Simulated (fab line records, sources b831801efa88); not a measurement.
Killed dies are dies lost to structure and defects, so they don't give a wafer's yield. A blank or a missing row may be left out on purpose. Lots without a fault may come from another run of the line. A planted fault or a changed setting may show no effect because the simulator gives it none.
Which tool did it? | flow sky130 | 7 lots, 21 wafers sampled, at 2 steps of a route of 708

WHAT THE GAUGES READ, wafer by wafer
SKY_VIA3_THK_MEAS_01.
lot  | measured     | on            | VIA3_HDPCVD_THK (nm)
L535 | day 39 00:14 | film_metro-04 | 1651 1632 1610
L538 | day 40 05:44 | film_metro-03 | 1599 1623 1638
L539 | day 40 15:34 | film_metro-03 | 1630 779 1656 1630 778 1655
L550 | day 43 19:13 | film_metro-03 | 1662 1619 1657
L553 | day 44 14:26 | film_metro-03 | 1613 1618 1606
L555 | day 44 22:15 | film_metro-03 | 1602 1605 1619
L557 | day 45 05:52 | film_metro-02 | 1633 1651 1621

WHICH TOOL RAN EACH LOT (tool, then ch and the chambers of the sampled wafers, then the start)
lot  | SKY_VIA3_HDPCVD_00
L535 | hdpcvd-02 ch 0,1,2, day 39 00:04
L538 | hdpcvd-02 ch 0,1,2, day 40 05:34
L539 | hdpcvd-01 ch 0,1,2, day 40 15:23
L550 | hdpcvd-02 ch 0,2, day 43 19:02
L553 | hdpcvd-01 ch 0,2, day 44 14:16
L555 | hdpcvd-01 ch 0,2, day 44 22:05
L557 | hdpcvd-02 ch 0,1,2, day 45 05:45
- SKY_VIA3_HDPCVD_00: deposits SiO2, target thk 1635 nm, time 272.5 s.

THE ANSWER, worked out from the rows above alone
Rule: what is usual is taken from the lots themselves. Put in order of their means at a reading, lots are off if they are a third of the lots or fewer, leave a main group of 4 or more, and stand apart from it by a gap of 3 or more times the standard deviation of the main group's means; of several such gaps the widest counts. A main group whose means are all the same, to the digits that the tables above print for the reading, isn't used. A lot without any number at a reading at which 4 lots or more have one is off too. The other lots that the step has rows for count as sound.
Off: L539, at SKY_VIA3_THK_MEAS_01 (VIA3_HDPCVD_THK). The main group: mean 1626 nm, standard deviation 13.
A tool fits if, at a process step before that reading, it ran every lot that is off, and no sound lot after the first of them. The gauges at SKY_VIA3_THK_MEAS_01 are tried like those tools. None of those tried fits.

WHAT THE SIMULATOR HAD PUT IN
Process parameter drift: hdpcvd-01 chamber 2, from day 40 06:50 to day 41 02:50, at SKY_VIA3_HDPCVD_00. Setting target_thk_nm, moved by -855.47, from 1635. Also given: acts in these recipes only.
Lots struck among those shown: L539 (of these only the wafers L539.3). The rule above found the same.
